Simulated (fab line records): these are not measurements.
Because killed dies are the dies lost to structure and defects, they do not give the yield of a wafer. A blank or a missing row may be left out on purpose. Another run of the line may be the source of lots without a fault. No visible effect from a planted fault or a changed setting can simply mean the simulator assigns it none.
The tool behind it: which one? | flow gf180mcu | 12 lots with 36 wafers sampled at 3 steps, on a route of 602 steps

== WHAT EACH GAUGE READ, for each wafer ==
GF_MIM_THK_MEAS_11: measures by xrf. Usual: MIM_ALCU_THK 197.3 nm, standard deviation 2.7.
lot  | measured     | on           | MIM_ALCU_THK (nm) | flag
L869 | day 24 01:02 | filmMetro-02 | 200.2 197.5 196.9 | 
L871 | day 25 22:04 | filmMetro-03 | 195.1 197.3 196.1 | 
L872 | day 26 01:52 | filmMetro-04 | 193.4 195.0 195.2 | 
L873 | day 26 04:28 | filmMetro-02 | 196.2 197.7 198.3 | 
L875 | day 26 10:52 | filmMetro-02 | 197.4 198.8 196.6 | 
L876 | day 26 23:25 | filmMetro-04 | 193.9 196.4 196.0 | 
L880 | day 28 07:35 | filmMetro-02 | 196.4 194.7 194.1 | 
L888 | day 30 10:43 | filmMetro-02 | 201.5 203.5 198.3 | 
L889 | day 30 16:56 | filmMetro-02 | 197.1 197.1 197.9 | 
L890 | day 30 21:07 | filmMetro-02 | 197.4 198.5 200.1 | 
L891 | day 31 03:48 | filmMetro-03 | 194.4 193.4 195.6 | 
L892 | day 31 11:34 | filmMetro-04 | 194.7 192.9 195.1 | 

== WHICH TOOL RAN EACH LOT (tool, then ch and the chambers of the sampled wafers, then the start) ==
lot  | GF_V4_SPUTTER_22            | GF_MIM_SPUTTER_03
L869 | pvdSputter-02, day 23 23:52 | pvdSputter-03, day 24 00:40
L871 | pvdSputter-02, day 25 20:53 | pvdSputter-03, day 25 21:40
L872 | pvdSputter-03, day 26 00:41 | pvdSputter-04, day 26 01:28
L873 | pvdSputter-03, day 26 03:19 | pvdSputter-01, day 26 04:06
L875 | pvdSputter-03, day 26 09:43 | pvdSputter-04, day 26 10:30
L876 | pvdSputter-04, day 26 22:14 | pvdSputter-04, day 26 23:01
L880 | pvdSputter-03, day 28 06:26 | pvdSputter-01, day 28 07:13
L888 | pvdSputter-02, day 30 09:32 | pvdSputter-01, day 30 10:19
L889 | pvdSputter-02, day 30 15:45 | pvdSputter-04, day 30 16:33
L890 | pvdSputter-04, day 30 19:57 | pvdSputter-03, day 30 20:45
L891 | pvdSputter-04, day 31 02:38 | pvdSputter-04, day 31 03:26
L892 | pvdSputter-02, day 31 10:25 | pvdSputter-04, day 31 11:12
- GF_V4_SPUTTER_22: material TiN, target thk 10 nm, time 40 s.
- GF_MIM_SPUTTER_03: material Ti, target thk 10 nm, time 6.7 s.

== WHAT THE TOOLS THEMSELVES READ (means of the sampled wafers that have a number; where no wafer has one, the mark that the record gives instead) ==
GF_V4_SPUTTER_22. Usual: throttleValvePct at 30.2 %, with a standard deviation of 0.75.
lot  | tool          | throttleValvePct (%) | flag
L869 | pvdSputter-02 | 29.8                 | 
L871 | pvdSputter-02 | 29.6                 | 
L872 | pvdSputter-03 | 30.8                 | 
L873 | pvdSputter-03 | 30.7                 | 
L875 | pvdSputter-03 | 30.8                 | 
L876 | pvdSputter-04 | 29.8                 | 
L880 | pvdSputter-03 | 31.0                 | 
L888 | pvdSputter-02 | 29.0                 | 
L889 | pvdSputter-02 | 29.8                 | 
L890 | pvdSputter-04 | 29.5                 | 
L891 | pvdSputter-04 | 29.7                 | 
L892 | pvdSputter-02 | 29.7                 | 

GF_MIM_SPUTTER_03. Usual: throttleValvePct at 30.1 %, with a standard deviation of 0.59.
lot  | tool          | throttleValvePct (%) | flag
L869 | pvdSputter-03 | 30.6                 | 
L871 | pvdSputter-03 | 30.5                 | 
L872 | pvdSputter-04 | 30.0                 | 
L873 | pvdSputter-01 | 29.6                 | 
L875 | pvdSputter-04 | 29.7                 | 
L876 | pvdSputter-04 | 30.2                 | 
L880 | pvdSputter-01 | 29.9                 | 
L888 | pvdSputter-01 | 29.8                 | 
L889 | pvdSputter-04 | 30.1                 | 
L890 | pvdSputter-03 | 30.8                 | 
L891 | pvdSputter-04 | 29.4                 | 
L892 | pvdSputter-04 | 29.6                 | 

== THE ANSWER, worked out from the rows above alone ==
Rule: take the mean of a lot's wafers that have a number; if it is more than 3 standard deviations from the usual mean, the lot is off. A lot without any number at a reading at which 4 lots or more have one is off too. Where the step has rows for the other lots, those lots are counted as sound. First the gauges in route order, then the tools' own readings, where a lot's mean is used as printed above. At the first step where some lot is off, the reading lying furthest off is the one used; lots without a number count as furthest.
Across all readings shown, no lot is off: no conclusion can be drawn from this.

== WHAT WAS PUT IN BY THE SIMULATOR ==
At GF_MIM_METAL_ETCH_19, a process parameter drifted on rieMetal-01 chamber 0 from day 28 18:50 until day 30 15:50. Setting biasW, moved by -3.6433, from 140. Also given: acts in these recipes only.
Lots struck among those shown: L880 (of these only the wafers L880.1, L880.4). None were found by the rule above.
